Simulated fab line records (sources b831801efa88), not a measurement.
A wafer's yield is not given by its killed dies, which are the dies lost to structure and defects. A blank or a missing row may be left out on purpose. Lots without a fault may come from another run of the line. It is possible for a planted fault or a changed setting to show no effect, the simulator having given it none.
fab line records    flow sky130
[record] lots = 11  wafers = 33  lastDay = 50
route steps=708 shown FIELD_ISO@16 DNWELL@43 PWDE@53 NWELL@63 VT_ADJUST_HVTP@85 PAD_OPEN@708
lots untouched by any fault: they come from a run of this same line in which no faults occurred
startH: hours from the record's opening day to when the first of the lot's shown wafers began    waitH: hours elapsed since this lot's preceding step    " unchanged from the row above    L1.1+2: several wafers, shown together as one row    - value missing, or start not given    * or withheld: withheld    < > ~ a bound
route shown NAME@n: names a module that has steps shown in the file, with the first one's number in the route    usual: mean and standard deviation over wafers with no fault    same: alike in all rows    chamber/n: place in a boat    sites: each site's reading    _std_site: the values' standard deviation    _edge_site: the outer-site mean with the inner-site mean subtracted    radiusMm: how far each site lies from the wafer's centre    mask NAME#n: copy n    behind: the most recent tool/chamber to have shaped the wafer    hold: the reason the lot was held/the length of the hold in hours/how it ended    device: which transistor (n, p or np) failed to switch    end of line: at the end of the route, the tests of the same wafers    step lacking rows: just its recipe    killed: count of dies lost to structure and defects at first sort (not the wafer's yield)    map: per-die view of a wafer (x killed, . not killed, _ where there is no die)
set.NAME: the run value of the setting; set.NAME@STEP: its run value at that earlier step    model.NAME: the simulator's own value behind a step, which no gauge read
one table for each step of the route and one row for each wafer, over a sample of lots
services: when a tool's chamber went out of use (startH, in hours from the record's first day, below 0 if earlier), for how many hours, and the reason
[[steps]]
[step SKY_FIELD_ISO_ETCH_15]
[recipe] chemistry = CHF3/O2  targetDepthNm = 180  stopOn = Si  sourceW = 600  biasW = 200  pressureMtorr = 40  chf3FlowSccm = 50  O2_flow_sccm = 5  timeS = 72
[usual] drypumpMotorCurrentA = 5.57/0.24  oesProductAu = 0.945/0.0071  throttleValvePct = 8.844/0.0095
lot.wafer  tool        chamber  startH  waitH  drypumpMotorCurrentA  oesProductAu  rfHoursCounterH  throttleValvePct
L487.1     rieDiel-02  0        29.59   0.0    5.13                  0.958         155              8.851
L487.3     "           1        "       "      5.80                  0.951         102              8.829
L487.6     "           1        "       "      5.81                  0.954         -                8.826
L488.2     rieDiel-04  1        35.33   0.0    5.53                  0.943         105              8.844
L488.3     "           3        "       "      5.48                  0.943         53               8.840
L488.6     "           1        "       "      5.49                  0.937         -                8.848
L489.2     rieDiel-03  1        40.93   0.0    5.92                  0.963         10               8.833
L489.4     "           3        "       "      5.43                  0.952         -                8.848
L489.6     "           1        "       "      5.94                  0.952         -                8.853
L491.2     rieDiel-03  3        48.81   0.0    5.46                  0.942         4                8.845
L491.4     "           1        "       "      5.97                  0.936         10               8.838
L491.5     "           1        "       "      5.93                  0.944         -                8.829
L495.1     rieDiel-03  3        70.01   0.0    5.48                  0.941         4                8.845
L495.2     "           1        "       "      5.93                  0.938         11               8.842
L495.3     "           2        "       "      5.68                  0.942         34               8.861
L497.1     rieDiel-02  2        81.11   0.0    5.66                  0.945         77               8.833
L497.2     "           0        "       "      5.13                  0.946         156              8.838
L497.3     "           1        "       "      5.81                  0.944         104              8.850
L504.2     rieDiel-04  2        116.86  0.0    5.47                  0.940         1                8.845
L504.3     "           3        "       "      5.51                  0.940         54               8.841
L504.5     "           0        "       "      5.32                  0.935         -                8.854
L505.2     rieDiel-04  0        122.34  0.0    5.33                  0.951         34               8.855
L505.3     "           2        "       "      5.48                  0.943         1                8.863
L505.6     "           2        "       "      5.46                  0.935         -                8.852
L506.2     rieDiel-04  3        126.06  0.0    5.50                  0.949         54               8.846
L506.5     "           2        "       "      5.46                  0.950         -                8.833
L506.6     "           1        "       "      5.49                  0.957         -                8.852
L507.1     rieDiel-02  0        136.03  0.0    5.14                  0.928         157              8.838
L507.4     "           3        "       "      5.49                  0.947         83               8.837
L507.5     "           2        "       "      5.64                  0.941         -                8.838
L510.1     rieDiel-03  0        150.14  0.0    6.05                  0.940         45               8.835
L510.3     "           3        "       "      5.47                  0.931         6                8.835
L510.6     "           0        "       "      6.02                  0.941         -                8.838
[step SKY_DNWELL_STRIP_08]
[recipe] chemistry = O2/N2  powerW = 1400  pressureMtorr = 1500  platenTempC = withheld  o2FlowSccm = 3000  n2FlowSccm = 300  overashFraction = 0.5
[usual] drypumpMotorCurrentA = 5.6/0.46  oesProductAu = 0.722/0.005  stripTimeToEndpointS = 36.94/0.11
lot.wafer  tool            chamber  startH  waitH  drypumpMotorCurrentA  oesProductAu  rfHoursCounterH  stripTimeToEndpointS
L487.1     plasmaAsher-04  1        51.39   0.1    5.5                   0.721         37               36.99
L487.3     "               1        "       "      5.6                   0.712         -                37.07
L487.6     "               1        "       "      5.5                   0.727         -                36.94
L488.2     plasmaAsher-02  1        56.64   0.1    4.8                   0.722         22               36.81
L488.3     "               1        "       "      4.8                   0.723         -                36.77
L488.6     "               1        "       "      4.8                   0.725         -                36.75
L489.2     plasmaAsher-02  1        63.65   0.1    4.8                   0.728         23               36.67
L489.4     "               0        "       "      5.8                   0.731         -                36.66
L489.6     "               1        "       "      4.8                   0.716         -                36.75
L491.2     plasmaAsher-01  0        73.35   0.1    6.1                   0.730         41               36.96
L491.4     "               0        "       "      6.1                   0.727         -                36.90
L491.5     "               0        "       "      6.1                   0.718         -                36.92
L495.1     plasmaAsher-04  0        96.28   0.1    6.2                   0.716         41               36.94
L495.2     "               1        "       "      5.5                   0.727         41               36.89
L495.3     "               1        "       "      5.5                   0.714         -                36.94
L497.1     plasmaAsher-01  1        106.43  0.1    5.6                   0.721         44               36.91
L497.2     "               0        "       "      6.1                   0.728         44               37.06
L497.3     "               1        "       "      5.6                   0.728         -                36.97
L504.2     plasmaAsher-02  1        149.99  0.1    4.8                   0.721         32               36.87
L504.3     "               1        "       "      4.8                   0.716         -                37.08
L504.5     "               1        "       "      4.8                   0.720         -                37.00
L505.2     plasmaAsher-02  0        156.89  0.1    5.8                   0.721         32               36.85
L505.3     "               0        "       "      5.7                   0.723         -                36.88
L505.6     "               1        "       "      4.9                   0.730         -                36.96
L506.2     plasmaAsher-02  1        159.53  0.1    4.8                   0.716         32               36.96
L506.5     "               1        "       "      4.8                   0.726         -                36.91
L506.6     "               0        "       "      5.8                   0.727         -                36.94
L507.1     plasmaAsher-02  0        165.10  0.1    5.8                   0.725         33               36.97
L507.4     "               0        "       "      5.8                   0.728         -                36.99
L507.5     "               1        "       "      4.8                   0.728         -                37.05
L510.1     plasmaAsher-01  0        176.53  0.1    6.1                   0.722         5                36.95
L510.3     "               0        "       "      6.1                   0.720         -                37.05
L510.6     "               0        "       "      6.1                   0.720         -                37.04
[step SKY_PWDE_IMPLANT_08]
[recipe] species = B  energyKev = 150  doseCm2 = 3.6e+12  tiltDeg = withheld
[usual] beamEnergyKeV = 150.01/0.046
lot.wafer  tool          chamber  startH  waitH  beamEnergyKeV
L487.1     implanter-01  0        66.69   0.0    150.08
L487.3     "             0        "       "      149.99
L487.6     "             0        "       "      150.05
L488.2     implanter-01  0        73.43   0.0    149.95
L488.3     "             0        "       "      150.00
L488.6     "             0        "       "      150.01
L489.2     implanter-02  0        79.94   0.0    149.95
L489.4     "             0        "       "      150.00
L489.6     "             0        "       "      150.01
L491.2     implanter-02  0        89.14   0.0    150.03
L491.4     "             0        "       "      150.10
L491.5     "             0        "       "      150.08
L495.1     implanter-02  0        114.51  0.0    150.02
L495.2     "             0        "       "      150.03
L495.3     "             0        "       "      149.97
L497.1     implanter-01  0        124.11  0.0    150.00
L497.2     "             0        "       "      149.99
L497.3     "             0        "       "      150.04
L504.2     implanter-03  0        170.43  0.0    149.91
L504.3     "             0        "       "      149.94
L504.5     "             0        "       "      150.01
L505.2     implanter-01  0        177.49  0.0    186.23
L505.3     "             0        "       "      186.19
L505.6     "             0        "       "      186.23
L506.2     implanter-01  0        179.63  0.0    186.26
L506.5     "             0        "       "      186.17
L506.6     "             0        "       "      186.14
L507.1     implanter-02  0        185.49  0.0    149.95
L507.4     "             0        "       "      149.93
L507.5     "             0        "       "      150.05
L510.1     implanter-02  0        197.54  0.0    149.98
L510.3     "             0        "       "      149.92
L510.6     "             0        "       "      149.92
[step SKY_NWELL_OVL_MEAS_10]
[usual] NWELL_00_OVL = 0.1/1.5
lot.wafer  tool        chamber  startH  waitH  NWELL_00_OVL[nm]
L487.1     overlay-01  -        83.57   -      0.0
L487.3     "           -        "       "      0.7
L487.6     "           -        "       "      1.6
L488.2     overlay-02  -        89.73   -      -0.1
L488.3     "           -        "       "      1.1
L488.6     "           -        "       "      1.0
L489.2     overlay-02  -        96.43   -      -2.9
L489.4     "           -        "       "      -2.2
L489.6     "           -        "       "      -3.3
L491.2     overlay-02  -        106.46  -      1.7
L491.4     "           -        "       "      -1.2
L491.5     "           -        "       "      1.6
L495.1     overlay-02  -        132.09  -      1.2
L495.2     "           -        "       "      1.1
L495.3     "           -        "       "      1.9
L497.1     overlay-01  -        142.70  -      0.5
L497.2     "           -        "       "      0.0
L497.3     "           -        "       "      1.7
L504.2     overlay-01  -        191.10  -      0.3
L504.3     "           -        "       "      -0.8
L504.5     "           -        "       "      0.5
L505.2     overlay-02  -        198.66  -      -1.7
L505.3     "           -        "       "      -2.7
L505.6     "           -        "       "      -2.5
L506.2     overlay-01  -        201.65  -      -1.7
L506.5     "           -        "       "      -1.3
L506.6     "           -        "       "      -1.6
L507.1     overlay-02  -        207.87  -      1.1
L507.4     "           -        "       "      3.4
L507.5     "           -        "       "      3.2
L510.1     overlay-02  -        218.87  -      -1.2
L510.3     "           -        "       "      -3.1
L510.6     "           -        "       "      -0.9
[step SKY_NWELL_RS_MEAS_31]
[recipe] thkMeasGauge = four-point-probe
[usual] PWDE_RS = 5276/16
lot.wafer  tool          chamber  startH  waitH  hold                     PWDE_RS[ohm/sq]
L487.1     filmMetro-02  -        102.24  0.1    -                        5300
L487.3     "             -        "       "      -                        5286
L487.6     "             -        "       "      -                        5277
L488.2     filmMetro-04  -        108.30  0.1    -                        5290
L488.3     "             -        "       "      -                        5280
L488.6     "             -        "       "      -                        5291
L489.2     filmMetro-04  -        116.20  0.1    -                        5245
L489.4     "             -        "       "      -                        5237
L489.6     "             -        "       "      -                        5250
L491.2     filmMetro-03  -        125.58  0.1    -                        5260
L491.4     "             -        "       "      -                        5277
L491.5     "             -        "       "      -                        5270
L495.1     filmMetro-04  -        151.59  0.1    -                        5303
L495.2     "             -        "       "      -                        5281
L495.3     "             -        "       "      -                        5300
L497.1     filmMetro-03  -        163.59  0.1    -                        5252
L497.2     "             -        "       "      -                        5268
L497.3     "             -        "       "      -                        5238
L504.2     filmMetro-02  -        214.35  0.1    -                        5274
L504.3     "             -        "       "      -                        5262
L504.5     "             -        "       "      -                        5282
L505.2     filmMetro-02  -        221.73  0.1    awaitDispo/0.2h/release  5196
L505.3     "             -        "       "      awaitDispo/0.2h/release  5214
L505.6     "             -        "       "      awaitDispo/0.2h/release  5221
L505.2     filmMetro-02  -        222.02  0.3    -                        5195
L505.3     "             -        "       "      -                        5212
L505.6     "             -        "       "      -                        5214
L506.2     filmMetro-04  -        225.18  0.1    awaitDispo/0.2h/release  5206
L506.5     "             -        "       "      awaitDispo/0.2h/release  5206
L506.6     "             -        "       "      awaitDispo/0.2h/release  5223
L506.2     filmMetro-04  -        225.47  0.3    -                        5202
L506.5     "             -        "       "      -                        5218
L506.6     "             -        "       "      -                        5223
L507.1     filmMetro-02  -        231.14  0.1    -                        5281
L507.4     "             -        "       "      -                        5259
L507.5     "             -        "       "      -                        5280
L510.1     filmMetro-03  -        242.74  0.1    -                        5278
L510.3     "             -        "       "      -                        5272
L510.6     "             -        "       "      -                        5292
[step SKY_VT_ADJUST_HVTP_DEHYDRATE_00]
[recipe] tempC = 200  timeS = 60
lot.wafer   tool           chamber  startH  waitH  hold
L487.1+3+6  lithoTrack-01  0        110.83  8.6    -
L488.2+3+6  lithoTrack-04  0        116.72  8.4    -
L489.2+4+6  lithoTrack-04  0        123.77  7.5    -
L491.2+4+5  lithoTrack-03  0        134.35  8.7    -
L495.1+2+3  lithoTrack-01  0        160.33  8.7    -
L497.1+2+3  lithoTrack-04  0        173.39  9.8    -
L504.2+3+5  lithoTrack-03  0        225.10  10.7   -
L505.2+3+6  lithoTrack-03  0        232.40  10.4   awaitDispo/2.6h/release
L506.2+5+6  lithoTrack-03  0        236.20  10.7   awaitDispo/3.2h/release
L507.1+4+5  lithoTrack-04  0        242.09  10.9   -
L510.1+3+6  lithoTrack-01  0        253.58  10.8   -
[step SKY_PAD_OPEN_PROBE_99]
[usual] killed_at_M0_to_M3 = 44/7.3  killed_at_M4_up = 3.1/1.6  killedAtContacts = 24/5.4  killedAtFrontEnd = 15/4  killedAtOther = 0.2/0.49  killedDies = 86/10  killedOpen = 48/7.3  killedShort = 38/6.3
[same] grossDies = 492  killedAtBackSide = 0
lot.wafer  tool       chamber  startH   waitH  killed_at_M0_to_M3  killed_at_M4_up  killedAtContacts  killedAtFrontEnd  killedAtOther  killedDies  killedOpen  killedShort
L487.1     prober-02  -        1069.33  0.1    47                  3                20                13                0              83          43          40
L487.3     prober-02  -        1069.43  0.2    48                  3                29                9                 0              89          47          42
L487.6     prober-02  -        1069.58  0.2    37                  2                18                16                0              73          39          34
L488.2     prober-01  -        1076.57  0.1    36                  2                16                20                0              74          41          33
L488.3     prober-01  -        1076.62  0.2    47                  3                22                18                0              90          50          40
L488.6     prober-01  -        1076.77  0.2    47                  5                21                17                0              90          47          43
L489.2     prober-02  -        1084.38  0.1    56                  3                24                11                1              95          55          40
L489.4     prober-02  -        1084.48  0.2    54                  4                26                14                0              98          47          51
L489.6     prober-02  -        1084.58  0.2    49                  3                34                9                 0              95          60          35
L491.2     prober-02  -        1094.36  0.1    39                  0                22                17                0              78          42          36
L491.4     prober-02  -        1094.46  0.2    45                  5                25                14                0              89          45          44
L491.5     prober-02  -        1094.51  0.2    39                  3                31                16                0              89          54          35
L495.1     prober-02  -        1121.07  0.1    51                  3                27                22                1              104         54          50
L495.2     prober-02  -        1121.12  0.1    43                  4                26                12                0              85          44          41
L495.3     prober-02  -        1121.17  0.2    47                  2                15                15                0              79          38          41
L497.1     prober-02  -        1134.63  0.1    54                  3                24                13                0              94          49          45
L497.2     prober-02  -        1134.68  0.1    46                  4                22                12                0              84          48          36
L497.3     prober-02  -        1134.73  0.2    49                  2                26                12                0              89          42          47
L505.2     prober-01  -        1182.42  0.1    40                  5                24                18                0              87          59          28
L505.3     prober-01  -        1182.47  0.2    46                  3                23                14                0              86          47          39
L505.6     prober-01  -        1182.62  0.2    49                  2                23                12                0              86          52          34
L504.2     prober-02  -        1182.57  0.1    48                  4                26                18                1              97          48          49
L504.3     prober-02  -        1182.62  0.2    48                  3                30                11                0              92          48          44
L504.5     prober-02  -        1182.72  0.2    50                  0                15                18                0              83          39          44
L506.2     prober-01  -        1185.85  0.1    39                  7                31                11                0              88          47          41
L506.5     prober-01  -        1186.00  0.2    46                  4                34                15                1              100         65          35
L506.6     prober-01  -        1186.05  0.2    40                  3                30                23                0              96          52          44
L507.1     prober-01  -        1187.58  0.1    38                  1                25                13                0              77          50          27
L507.4     prober-01  -        1187.73  0.2    45                  3                18                25                1              92          52          40
L507.5     prober-01  -        1187.78  0.2    45                  4                34                13                0              96          57          39
L510.1     prober-01  -        1195.39  0.1    50                  2                26                8                 0              86          54          32
L510.3     prober-01  -        1195.49  0.2    53                  6                23                12                0              94          58          36
L510.6     prober-01  -        1195.64  0.2    44                  3                19                16                1              83          49          34
// killed by level:class
L487.1 VIA1:geometricParticle:open=10 CONTACT:geometricParticle:open=9 CONTACT:geometricParticle:short=7 METAL2:geometricParticle:short=5 POLY_GATE:geometricParticle:open=5 VIA2:geometricParticle:short=5 METAL3:geometricParticle:short=5 FIELD_ISO:geometricParticle:open=4
L487.3 VIA1:geometricParticle:open=15 LI_CONTACT:geometricParticle:open=9 VIA1:geometricParticle:short=9 CONTACT:geometricParticle:open=8 METAL2:geometricParticle:short=5 VIA3:geometricParticle:open=5 LOCAL_INTERCONNECT:geometricParticle:short=5 VIA3:geometricParticle:short=4
L487.6 VIA1:geometricParticle:open=10 CONTACT:geometricParticle:open=9 CONTACT:geometricParticle:short=6 VIA1:geometricParticle:short=6 VIA3:geometricParticle:open=6 FIELD_ISO:geometricParticle:open=4 POLY_GATE:geometricParticle:open=3 METAL1:geometricParticle:short=3
L488.2 VIA1:geometricParticle:open=9 CONTACT:geometricParticle:open=6 FIELD_ISO:geometricParticle:open=5 VIA1:geometricParticle:short=5 METAL2:geometricParticle:short=5 FIELD_ISO:geometricParticle:short=4 POLY_GATE:geometricParticle:short=4 LI_CONTACT:geometricParticle:open=4
L488.3 VIA1:geometricParticle:open=9 VIA3:geometricParticle:open=8 CONTACT:geometricParticle:open=7 METAL1:geometricParticle:short=7 FIELD_ISO:geometricParticle:open=6 LOCAL_INTERCONNECT:geometricParticle:short=6 VIA2:geometricParticle:open=6 CONTACT:geometricParticle:short=5
L488.6 VIA1:geometricParticle:open=10 VIA3:geometricParticle:open=10 FIELD_ISO:geometricParticle:open=8 METAL1:geometricParticle:short=8 CONTACT:geometricParticle:short=7 VIA1:geometricParticle:short=7 FIELD_ISO:geometricParticle:short=5 CONTACT:geometricParticle:open=5
L489.2 VIA1:geometricParticle:open=11 CONTACT:geometricParticle:open=9 VIA2:geometricParticle:open=9 LI_CONTACT:geometricParticle:open=7 VIA3:geometricParticle:open=7 METAL1:geometricParticle:short=6 CONTACT:geometricParticle:short=6 VIA1:geometricParticle:short=6
L489.4 CONTACT:geometricParticle:open=11 METAL2:geometricParticle:short=10 VIA1:geometricParticle:open=8 LI_CONTACT:geometricParticle:open=7 METAL1:geometricParticle:short=7 FIELD_ISO:geometricParticle:short=6 VIA2:geometricParticle:open=6 METAL3:geometricParticle:short=6
L489.6 CONTACT:geometricParticle:open=17 VIA1:geometricParticle:open=12 LI_CONTACT:geometricParticle:open=9 METAL2:geometricParticle:short=9 VIA3:geometricParticle:open=6 VIA2:geometricParticle:open=6 METAL1:geometricParticle:short=5 CONTACT:geometricParticle:short=4
L491.2 CONTACT:geometricParticle:open=9 VIA1:geometricParticle:open=9 VIA3:geometricParticle:open=6 SPACER:geometricParticle:short=5 VIA2:geometricParticle:open=5 LI_CONTACT:geometricParticle:open=4 CONTACT:geometricParticle:short=4 METAL1:geometricParticle:short=4
L491.4 METAL2:geometricParticle:short=10 VIA1:geometricParticle:open=8 LI_CONTACT:geometricParticle:open=7 VIA2:geometricParticle:open=7 CONTACT:geometricParticle:open=7 METAL3:geometricParticle:short=5 VIA3:geometricParticle:open=5 LOCAL_INTERCONNECT:geometricParticle:short=4
L491.5 CONTACT:geometricParticle:open=18 VIA1:geometricParticle:open=12 POLY_GATE:geometricParticle:open=7 VIA3:geometricParticle:open=6 VIA3:geometricParticle:short=4 FIELD_ISO:geometricParticle:short=3 LI_CONTACT:geometricParticle:short=3 LI_CONTACT:geometricParticle:open=3
L495.1 CONTACT:geometricParticle:open=10 FIELD_ISO:geometricParticle:open=9 METAL1:geometricParticle:short=9 VIA1:geometricParticle:open=8 LI_CONTACT:geometricParticle:open=7 METAL2:geometricParticle:short=7 VIA2:geometricParticle:open=7 CONTACT:geometricParticle:short=6
L495.2 VIA1:geometricParticle:open=11 CONTACT:geometricParticle:open=10 METAL1:geometricParticle:short=8 LOCAL_INTERCONNECT:geometricParticle:short=5 VIA2:geometricParticle:open=5 VIA3:geometricParticle:short=5 LI_CONTACT:geometricParticle:open=4 CONTACT:geometricParticle:short=4
L495.3 VIA1:geometricParticle:open=12 VIA3:geometricParticle:open=7 METAL1:geometricParticle:short=6 VIA1:geometricParticle:short=6 POLY_GATE:geometricParticle:short=5 LOCAL_INTERCONNECT:geometricParticle:short=5 CONTACT:geometricParticle:open=5 FIELD_ISO:geometricParticle:open=4
L497.1 METAL1:geometricParticle:short=13 VIA1:geometricParticle:open=10 CONTACT:geometricParticle:open=8 LI_CONTACT:geometricParticle:open=8 CONTACT:geometricParticle:short=6 VIA3:geometricParticle:open=6 VIA1:geometricParticle:short=5 VIA2:geometricParticle:short=5
L497.2 VIA1:geometricParticle:open=11 METAL2:geometricParticle:short=9 CONTACT:geometricParticle:open=9 VIA2:geometricParticle:open=7 FIELD_ISO:geometricParticle:open=4 POLY_GATE:geometricParticle:open=4 METAL1:geometricParticle:short=4 LI_CONTACT:geometricParticle:open=4
L497.3 CONTACT:geometricParticle:open=9 VIA1:geometricParticle:open=9 VIA2:geometricParticle:open=9 CONTACT:geometricParticle:short=7 METAL3:geometricParticle:short=7 METAL1:geometricParticle:short=5 VIA3:geometricParticle:short=5 POLY_GATE:geometricParticle:short=4
L505.2 VIA1:geometricParticle:open=14 CONTACT:geometricParticle:open=11 POLY_GATE:geometricParticle:open=7 VIA2:geometricParticle:open=5 VIA3:geometricParticle:open=5 LI_CONTACT:geometricParticle:open=4 CONTACT:geometricParticle:short=4 METAL2:geometricParticle:short=4
L505.3 VIA1:geometricParticle:open=14 CONTACT:geometricParticle:open=9 FIELD_ISO:geometricParticle:open=5 LOCAL_INTERCONNECT:geometricParticle:short=5 VIA1:geometricParticle:short=5 METAL2:geometricParticle:short=4 VIA3:geometricParticle:open=4 VIA3:geometricParticle:short=4
L504.2 VIA1:geometricParticle:open=12 CONTACT:geometricParticle:open=11 METAL2:geometricParticle:short=8 FIELD_ISO:geometricParticle:short=6 CONTACT:geometricParticle:short=5 VIA2:geometricParticle:open=5 VIA3:geometricParticle:open=5 LI_CONTACT:geometricParticle:short=4
L504.3 CONTACT:geometricParticle:short=10 LI_CONTACT:geometricParticle:open=9 METAL1:geometricParticle:short=9 VIA2:geometricParticle:open=9 VIA1:geometricParticle:open=6 VIA3:geometricParticle:open=6 FIELD_ISO:geometricParticle:open=5 LOCAL_INTERCONNECT:geometricParticle:short=5
L505.6 VIA1:geometricParticle:open=11 VIA2:geometricParticle:open=10 CONTACT:geometricParticle:open=7 VIA3:geometricParticle:open=6 METAL1:geometricParticle:short=5 FIELD_ISO:geometricParticle:short=4 FIELD_ISO:geometricParticle:open=4 VIA1:geometricParticle:short=4
L504.5 VIA1:geometricParticle:open=11 METAL1:geometricParticle:short=10 METAL2:geometricParticle:short=9 FIELD_ISO:geometricParticle:open=6 VIA3:geometricParticle:open=5 VIA2:geometricParticle:open=4 LI_CONTACT:geometricParticle:open=4 CONTACT:geometricParticle:short=4
L506.2 LI_CONTACT:geometricParticle:open=12 METAL2:geometricParticle:short=8 CONTACT:geometricParticle:open=7 METAL1:geometricParticle:short=6 LOCAL_INTERCONNECT:geometricParticle:short=5 CONTACT:geometricParticle:short=5 VIA1:geometricParticle:short=5 VIA2:geometricParticle:open=5
L506.5 CONTACT:geometricParticle:open=14 VIA1:geometricParticle:open=10 VIA2:geometricParticle:open=10 LI_CONTACT:geometricParticle:open=8 VIA3:geometricParticle:open=8 CONTACT:geometricParticle:short=7 POLY_GATE:geometricParticle:open=5 METAL2:geometricParticle:short=4
L506.6 VIA1:geometricParticle:open=13 CONTACT:geometricParticle:open=11 FIELD_ISO:geometricParticle:open=8 LOCAL_INTERCONNECT:geometricParticle:short=6 FIELD_ISO:geometricParticle:short=5 VIA2:geometricParticle:open=5 LI_CONTACT:geometricParticle:short=4 CONTACT:geometricParticle:short=4
L507.1 CONTACT:geometricParticle:open=14 VIA1:geometricParticle:open=13 VIA3:geometricParticle:open=6 LI_CONTACT:geometricParticle:open=5 FIELD_ISO:geometricParticle:open=4 METAL1:geometricParticle:short=4 VIA1:geometricParticle:short=4 VIA2:geometricParticle:open=4
L507.4 VIA1:geometricParticle:open=14 CONTACT:geometricParticle:open=9 VIA2:geometricParticle:open=7 POLY_GATE:geometricParticle:short=6 METAL1:geometricParticle:short=6 VIA1:geometricParticle:short=6 FIELD_ISO:geometricParticle:short=5 LI_CONTACT:geometricParticle:open=4
L507.5 CONTACT:geometricParticle:open=13 VIA1:geometricParticle:open=12 VIA2:geometricParticle:open=8 LI_CONTACT:geometricParticle:open=7 LOCAL_INTERCONNECT:geometricParticle:short=7 VIA3:geometricParticle:open=6 POLY_GATE:geometricParticle:short=6 METAL1:geometricParticle:short=4
L510.1 VIA1:geometricParticle:open=12 LI_CONTACT:geometricParticle:open=10 CONTACT:geometricParticle:open=10 VIA2:geometricParticle:open=10 VIA3:geometricParticle:open=8 METAL1:geometricParticle:short=6 VIA1:geometricParticle:short=4 VIA3:geometricParticle:short=4
L510.3 VIA1:geometricParticle:open=11 LI_CONTACT:geometricParticle:open=9 VIA2:geometricParticle:open=9 CONTACT:geometricParticle:open=8 VIA3:geometricParticle:open=8 METAL2:geometricParticle:short=7 POLY_GATE:geometricParticle:short=4 POLY_GATE:geometricParticle:open=4
L510.6 VIA1:geometricParticle:open=10 VIA2:geometricParticle:open=9 VIA3:geometricParticle:open=7 CONTACT:geometricParticle:short=6 POLY_GATE:geometricParticle:open=5 LI_CONTACT:geometricParticle:open=5 LI_CONTACT:geometricParticle:short=4 VIA1:geometricParticle:short=4
[[services]]
tool            chamber  startH  hours  kind
implanter-03    -        25.00   5.3    repair
implanter-03    -        33.91   3.5    repair
rieDiel-03      0        37.94   6.8    repair
rieDiel-02      0        48.02   3.4    repair
implanter-03    -        56.89   11.8   repair
rieDiel-03      1        58.33   1.3    repair
implanter-02    -        62.85   4.1    repair
implanter-01    -        94.24   0.9    repair
implanter-02    -        98.17   4.7    repair
plasmaAsher-01  -        108.75  9.0    pm
rieDiel-02      -        109.32  0.2    repair
rieDiel-03      0        125.66  1.2    repair
implanter-01    -        126.41  1.6    repair
plasmaAsher-01  -        127.13  7.5    pm
implanter-02    -        142.71  0.5    repair
rieDiel-03      2        156.36  8.1    repair
implanter-01    -        167.87  1.3    repair
plasmaAsher-02  -        170.31  2.8    pm
rieDiel-03      1        194.29  2.9    repair
rieDiel-02      0        208.70  4.7    repair
rieDiel-03      -        220.71  2.8    pm
rieDiel-02      0        223.77  4.0    repair
plasmaAsher-02  -        226.23  2.9    repair
rieDiel-03      2        251.87  3.5    repair
[[key]]
[firstSign] step = SKY_PWDE_IMPLANT_08  reading = beamEnergyKeV  direction = up  sigmas = 99+  usual = *  struck = *
[effect] step = SKY_NWELL_RS_MEAS_31  reading = PWDE_RS  direction = down  sigmas = 4.1  usual = 5276  struck = 5211
metAt SKY_PWDE_IMPLANT_08
struckLots L505,L506
testerLeftOut L505,L506
notActingAt SKY_FIELD_ISO_ETCH_15,SKY_DNWELL_STRIP_08,SKY_NWELL_OVL_MEAS_10
onsetBetween 124.11 177.49
[fault] kind = processParameterDrift  tool = implanter-01  chamber = -  onsetH = 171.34  steps = SKY_PWDE_IMPLANT_08  channel = energyKev  offset = *  shape = step  endH = 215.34  actsIn = *  stated = *
// testerLeftOut: of these lots the tester's yield and bins aren't shown, on N5 and GAA mostly nor the transistor test; their killed dies are dies lost to structure and defects alone, not to doping, threshold or leakage, so they don't give the yield
